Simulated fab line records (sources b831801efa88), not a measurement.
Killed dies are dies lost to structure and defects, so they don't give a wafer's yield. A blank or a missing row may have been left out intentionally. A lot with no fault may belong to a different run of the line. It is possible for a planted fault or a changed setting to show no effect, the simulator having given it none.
Comparing a struck lot with a sound one    flow gf180mcu    14 steps out of a route of 602
Sound: these wafers, L556.2, L556.4, L556.5. The struck wafers were L555.3, L555.4, L555.5. Last of all comes the cause.
For every step that has rows: the tool of each side, followed by ch and its chambers, followed by its first start. Under that, the readings that differ: sound wafers    struck wafers    difference of the means    sigmas: that difference in standard deviations of wafers without a fault.
alike: same words and numbers on both sides, and readings whose means sit less than 2 such deviations apart. not compared: any withheld reading, any reading some wafer has no value for, any bound like >300 that may hide the same value, and any number with overlapping values for which the record gives no deviation.
A row with sigmas, a row that says differs or no value, or rows on one side alone: a step with any of these is where the two part. Non-overlapping numbers with no deviation appear without sigmas and do not part them. Lack of a reading on every wafer of one side parts them only where that side has two or more wafers.

first, 3 steps without rows for these wafers: GF_MIM_EXPOSE_16 (exposes mask FuseTop, target cd 2000 nm); GF_MIM_PEB_17; GF_MIM_DEVELOP_18 (develop time 60 s).
GF_MIM_METAL_ETCH_19: etches the open film in Cl2/BCl3, stops on Si3N4, target depth 324.5 nm, time 54.1 s.
  sound on rieMetal-03 ch 0, day 27 20:19; struck on rieMetal-03 ch 1, day 27 05:11
  alike: bcl3FlowSccm, drypumpMotorCurrentA, oesProductAu, throttleValvePct
  not compared: rfHoursCounterH
GF_MIM_STRIP_20: strips in O2/N2.
  sound on plasmaAsher-02 ch 0,1, day 27 20:25; struck on plasmaAsher-03 ch 0,1, day 27 05:19
  alike: drypumpMotorCurrentA, heaterPowerW, oesProductAu, stripTimeToEndpointS
  not compared: rfHoursCounterH
then, 7 steps without rows for these wafers: GF_MIM_STRIP_21 (strips in post etch residue remover, time 1200 s); GF_MIM_CLEAN_22 (cleans in DIW); GF_M5_DEHYDRATE_00 (time 60 s); GF_M5_HMDS_01 (prime time 60 s); GF_M5_COAT_02 (resist thk 1000 nm); GF_M5_SOFTBAKE_03 (time 60 s); GF_M5_EXPOSE_04 (exposes mask Metal5, target cd 280 nm).
GF_M5_PEB_05: peb time 90 s.
  struck on lithoTrack-02, day 28 03:26; sound on lithoTrack-01 ch 0, day 28 17:07
  no value came back on the struck wafers for chillPlateTempC (C), exhaustPa (Pa); on the sound wafers chillPlateTempC (C) reads 23.00 22.96 23.12
then, 1 step without rows for these wafers: GF_M5_DEVELOP_06 (develop time 60 s).

== WHERE THEY PART ==
At GF_M5_PEB_05 and nowhere else, as far as this record goes.

WHY: what the simulator had put in
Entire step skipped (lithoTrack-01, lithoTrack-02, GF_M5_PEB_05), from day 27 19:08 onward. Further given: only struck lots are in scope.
